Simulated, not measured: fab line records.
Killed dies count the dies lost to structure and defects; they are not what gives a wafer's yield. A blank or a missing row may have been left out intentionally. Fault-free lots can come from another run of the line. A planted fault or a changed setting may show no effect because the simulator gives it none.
Which tool is to blame? :: flow sky130 :: 11 lots, 33 wafers sampled, at 5 steps of a route of 708

== WHAT EACH GAUGE READ, for each wafer ==
SKY_VIA1_THK_MEAS_01.
lot: L186
measured: day 33 03:07
on: film_metro-03
VIA1_HDPCVD_THK (nm): 1037 1061 1028

lot: L187
measured: day 33 17:46
on: film_metro-03
VIA1_HDPCVD_THK (nm): 1035 1036 1039

lot: L190
measured: day 35 02:35
on: film_metro-01
VIA1_HDPCVD_THK (nm): 1027 1021 1043

lot: L191
measured: day 35 12:01
on: film_metro-04
VIA1_HDPCVD_THK (nm): 1025 1035 1035

lot: L193
measured: day 35 18:59
on: film_metro-01
VIA1_HDPCVD_THK (nm): 1032 1032 1028

lot: L192
measured: day 35 19:11
on: film_metro-04
VIA1_HDPCVD_THK (nm): 1018 1030 1030

lot: L202
measured: day 38 14:36
on: film_metro-04
VIA1_HDPCVD_THK (nm): 980 982 989

lot: L204
measured: day 39 04:32
on: film_metro-03
VIA1_HDPCVD_THK (nm): 1032 1029 1033

lot: L203
measured: day 39 04:54
on: film_metro-04
VIA1_HDPCVD_THK (nm): 987 974 980

lot: L205
measured: day 39 22:41
on: film_metro-04
VIA1_HDPCVD_THK (nm): 1022 1016 1036

lot: L207
measured: day 40 00:09
on: film_metro-04
VIA1_HDPCVD_THK (nm): 1032 1028 1027

SKY_VIA1_OVL_MEAS_13.
lot: L186
measured: day 34 06:03
on: overlay-02
VIA1_OVL (nm): -2 -6 -4

lot: L187
measured: day 34 20:06
on: overlay-01
VIA1_OVL (nm): 7 1 5

lot: L190
measured: day 36 05:10
on: overlay-02
VIA1_OVL (nm): -3 2 3

lot: L191
measured: day 36 15:28
on: overlay-01
VIA1_OVL (nm): -7 -5 -10

lot: L193
measured: day 36 21:43
on: overlay-01
VIA1_OVL (nm): 7 6 9

lot: L192
measured: day 36 22:04
on: overlay-02
VIA1_OVL (nm): -6 2 -6

lot: L202
measured: day 39 15:50
on: overlay-02
VIA1_OVL (nm): -1 -11 0

lot: L204
measured: day 40 04:58
on: overlay-01
VIA1_OVL (nm): -2 -7 0

lot: L203
measured: day 40 05:55
on: overlay-01
VIA1_OVL (nm): -3 -2 2

lot: L205
measured: day 40 22:58
on: overlay-01
VIA1_OVL (nm): -6 1 -3

lot: L207
measured: day 41 00:52
on: overlay-02
VIA1_OVL (nm): 6 6 -10

== EACH LOT AND THE TOOL THAT RAN IT (in order: tool; ch and the chambers of the sampled wafers; start) ==
lot: L186
SKY_CONTACT_ETCH_17: rie_diel-04 ch 0,1,3, day 31 21:07
SKY_METAL1_METAL_ETCH_19: rie_metal-01 ch 0,1, day 33 02:19
SKY_VIA1_HDPCVD_00: hdpcvd-02 ch 1,2, day 33 03:00

lot: L187
SKY_CONTACT_ETCH_17: rie_diel-03 ch 1,2,3, day 32 11:48
SKY_METAL1_METAL_ETCH_19: rie_metal-02 ch 0,1, day 33 16:58
SKY_VIA1_HDPCVD_00: hdpcvd-01 ch 0,1, day 33 17:39

lot: L190
SKY_CONTACT_ETCH_17: rie_diel-01 ch 2,3, day 33 21:48
SKY_METAL1_METAL_ETCH_19: rie_metal-02 ch 1, day 35 01:42
SKY_VIA1_HDPCVD_00: hdpcvd-02 ch 0,2, day 35 02:28

lot: L191
SKY_CONTACT_ETCH_17: rie_diel-01 ch 0,1,3, day 34 07:06
SKY_METAL1_METAL_ETCH_19: rie_metal-02 ch 0, day 35 11:11
SKY_VIA1_HDPCVD_00: hdpcvd-02 ch 1,2, day 35 11:54

lot: L193
SKY_CONTACT_ETCH_17: rie_diel-01 ch 0,3, day 34 13:03
SKY_METAL1_METAL_ETCH_19: rie_metal-02 ch 0,1, day 35 18:11
SKY_VIA1_HDPCVD_00: hdpcvd-01 ch 1,2, day 35 18:52

lot: L192
SKY_CONTACT_ETCH_17: rie_diel-04 ch 0,1,2, day 34 13:42
SKY_METAL1_METAL_ETCH_19: rie_metal-01 ch 0,1, day 35 18:23
SKY_VIA1_HDPCVD_00: hdpcvd-02 ch 0,2, day 35 19:05

lot: L202
SKY_CONTACT_ETCH_17: rie_diel-04 ch 0,1,3, day 37 11:01
SKY_METAL1_METAL_ETCH_19: rie_metal-02 ch 0,1, day 38 13:49
SKY_VIA1_HDPCVD_00: hdpcvd-02 ch 0,1,2, day 38 14:31

lot: L204
SKY_CONTACT_ETCH_17: rie_diel-01 ch 0,3, day 38 00:31
SKY_METAL1_METAL_ETCH_19: rie_metal-04 ch 0,1, day 39 03:44
SKY_VIA1_HDPCVD_00: hdpcvd-01 ch 0,2, day 39 04:25

lot: L203
SKY_CONTACT_ETCH_17: rie_diel-03 ch 0,1, day 38 00:51
SKY_METAL1_METAL_ETCH_19: rie_metal-02 ch 0,1, day 39 04:07
SKY_VIA1_HDPCVD_00: hdpcvd-02 ch 1,2, day 39 04:46

lot: L205
SKY_CONTACT_ETCH_17: rie_diel-01 ch 1,2,3, day 38 19:30
SKY_METAL1_METAL_ETCH_19: rie_metal-02 ch 0,1, day 39 21:46
SKY_VIA1_HDPCVD_00: hdpcvd-01 ch 0,2, day 39 22:34

lot: L207
SKY_CONTACT_ETCH_17: rie_diel-01 ch 1,3, day 38 21:03
SKY_METAL1_METAL_ETCH_19: rie_metal-01 ch 0,1, day 39 23:16
SKY_VIA1_HDPCVD_00: hdpcvd-01 ch 0,1,2, day 40 00:01
- SKY_CONTACT_ETCH_17: etches SiO2 in C4F8/O2/Ar, stops on Si3N4, target depth 340 nm.
- SKY_METAL1_METAL_ETCH_19: etches the open film in Cl2/BCl3, stops on SiO2, target depth 360 nm, time 78 s.
- SKY_VIA1_HDPCVD_00: deposits SiO2, target thk 1030 nm, time 171.7 s.

== WHAT THE TOOLS THEMSELVES READ (means of the sampled wafers that have a number; where no wafer has one, the mark that the record gives instead) ==
SKY_CONTACT_ETCH_17.
lot: L186
tool: rie_diel-04
oes_product_au (a.u.): 0.891

lot: L187
tool: rie_diel-03
oes_product_au (a.u.): 0.894

lot: L190
tool: rie_diel-01
oes_product_au (a.u.): 0.895

lot: L191
tool: rie_diel-01
oes_product_au (a.u.): 0.892

lot: L193
tool: rie_diel-01
oes_product_au (a.u.): 0.888

lot: L192
tool: rie_diel-04
oes_product_au (a.u.): 0.898

lot: L202
tool: rie_diel-04
oes_product_au (a.u.): 0.896

lot: L204
tool: rie_diel-01
oes_product_au (a.u.): 0.887

lot: L203
tool: rie_diel-03
oes_product_au (a.u.): 0.894

lot: L205
tool: rie_diel-01
oes_product_au (a.u.): 0.890

lot: L207
tool: rie_diel-01
oes_product_au (a.u.): 0.892

SKY_METAL1_METAL_ETCH_19.
lot: L186
tool: rie_metal-01
drypump_motor_current_A (A): 5.7
he_backside_leak_sccm (sccm): 3.49
mfc_cl2_sccm (sccm): 59.80
oes_product_au (a.u.): 0.861
throttle_valve_pct (%): 22.263

lot: L187
tool: rie_metal-02
drypump_motor_current_A (A): 5.9
he_backside_leak_sccm (sccm): 3.16
mfc_cl2_sccm (sccm): 59.75
oes_product_au (a.u.): 0.856
throttle_valve_pct (%): 22.257

lot: L190
tool: rie_metal-02
drypump_motor_current_A (A): 6.1
he_backside_leak_sccm (sccm): 3.42
mfc_cl2_sccm (sccm): 60.06
oes_product_au (a.u.): 0.855
throttle_valve_pct (%): 22.277

lot: L191
tool: rie_metal-02
drypump_motor_current_A (A): 5.5
he_backside_leak_sccm (sccm): 3.45
mfc_cl2_sccm (sccm): 60.03
oes_product_au (a.u.): 0.859
throttle_valve_pct (%): 22.265

lot: L193
tool: rie_metal-02
drypump_motor_current_A (A): 5.7
he_backside_leak_sccm (sccm): 3.35
mfc_cl2_sccm (sccm): 60.32
oes_product_au (a.u.): 0.854
throttle_valve_pct (%): 22.261

lot: L192
tool: rie_metal-01
drypump_motor_current_A (A): 5.5
he_backside_leak_sccm (sccm): 3.55
mfc_cl2_sccm (sccm): 59.83
oes_product_au (a.u.): 0.852
throttle_valve_pct (%): 22.255

lot: L202
tool: rie_metal-02
drypump_motor_current_A (A): 5.9
he_backside_leak_sccm (sccm): 3.23
mfc_cl2_sccm (sccm): 59.90
oes_product_au (a.u.): 0.849
throttle_valve_pct (%): 22.268

lot: L204
tool: rie_metal-04
drypump_motor_current_A (A): 6.0
he_backside_leak_sccm (sccm): 3.15
mfc_cl2_sccm (sccm): 59.97
oes_product_au (a.u.): 0.845
throttle_valve_pct (%): 22.265

lot: L203
tool: rie_metal-02
drypump_motor_current_A (A): 5.9
he_backside_leak_sccm (sccm): 3.31
mfc_cl2_sccm (sccm): 59.87
oes_product_au (a.u.): 0.856
throttle_valve_pct (%): 22.262

lot: L205
tool: rie_metal-02
drypump_motor_current_A (A): 5.9
he_backside_leak_sccm (sccm): 3.44
mfc_cl2_sccm (sccm): 60.06
oes_product_au (a.u.): 0.854
throttle_valve_pct (%): 22.257

lot: L207
tool: rie_metal-01
drypump_motor_current_A (A): 5.7
he_backside_leak_sccm (sccm): 3.49
mfc_cl2_sccm (sccm): 60.00
oes_product_au (a.u.): 0.853
throttle_valve_pct (%): 22.259

SKY_VIA1_HDPCVD_00.
lot: L186
tool: hdpcvd-02
run_length_s (s): 199.1

lot: L187
tool: hdpcvd-01
run_length_s (s): 199.5

lot: L190
tool: hdpcvd-02
run_length_s (s): 199.7

lot: L191
tool: hdpcvd-02
run_length_s (s): 198.8

lot: L193
tool: hdpcvd-01
run_length_s (s): 199.3

lot: L192
tool: hdpcvd-02
run_length_s (s): 198.9

lot: L202
tool: hdpcvd-02
run_length_s (s): 190.8

lot: L204
tool: hdpcvd-01
run_length_s (s): 200.7

lot: L203
tool: hdpcvd-02
run_length_s (s): 190.6

lot: L205
tool: hdpcvd-01
run_length_s (s): 199.8

lot: L207
tool: hdpcvd-01
run_length_s (s): 199.7

== THE ANSWER, worked out from the rows above alone ==
Rule: what is usual is taken from the lots themselves. Put in order of their means at a reading, lots are off if they are a third of the lots or fewer, leave a main group of 4 or more, and stand apart from it by a gap of 3 or more times the standard deviation of the main group's means; of several such gaps the widest counts. The tables above print the reading to a certain number of digits; a main group whose means all agree to those digits is not used. A lot without any number at a reading at which 4 lots or more have one is off too. All remaining lots with rows at the step are treated as sound. The gauges are gone through in route order, then the tools' own readings, and for those a lot's mean is taken as printed above. At the first step where some lot is off, the reading lying furthest off is the one used; lots without a number count as furthest.
Off: L202, L203, at SKY_VIA1_THK_MEAS_01 (VIA1_HDPCVD_THK). The main group: mean 1031 nm, standard deviation 5.
If a tool, at a process step before that reading, ran all the lots that are off and no sound lot after the first of them, it fits. Not tried: the gauges at SKY_VIA1_THK_MEAS_01; whatever is off there is also off at SKY_VIA1_HDPCVD_00, on other tools, and gauge error can't account for it. One fits: SKY_VIA1_HDPCVD_00 on hdpcvd-02. A fault onset in the window from L192 (day 35 19:05, its last sound lot) to L202 (day 38 14:31, its first lot off) fits.
The tool's own readings at SKY_VIA1_HDPCVD_00 bear it out: on the lots that are off they differ by more than 5 times the standard deviation of the sound lots' means. run_length_s reads 190.7 s there against 199.5 s on the sound lots.

== WHAT THE SIMULATOR HAD INSERTED ==
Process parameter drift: hdpcvd-02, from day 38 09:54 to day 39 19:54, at SKY_VIA1_HDPCVD_00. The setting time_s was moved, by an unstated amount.
Shown lots that were struck: L202, L203. The same result came from the rule above.
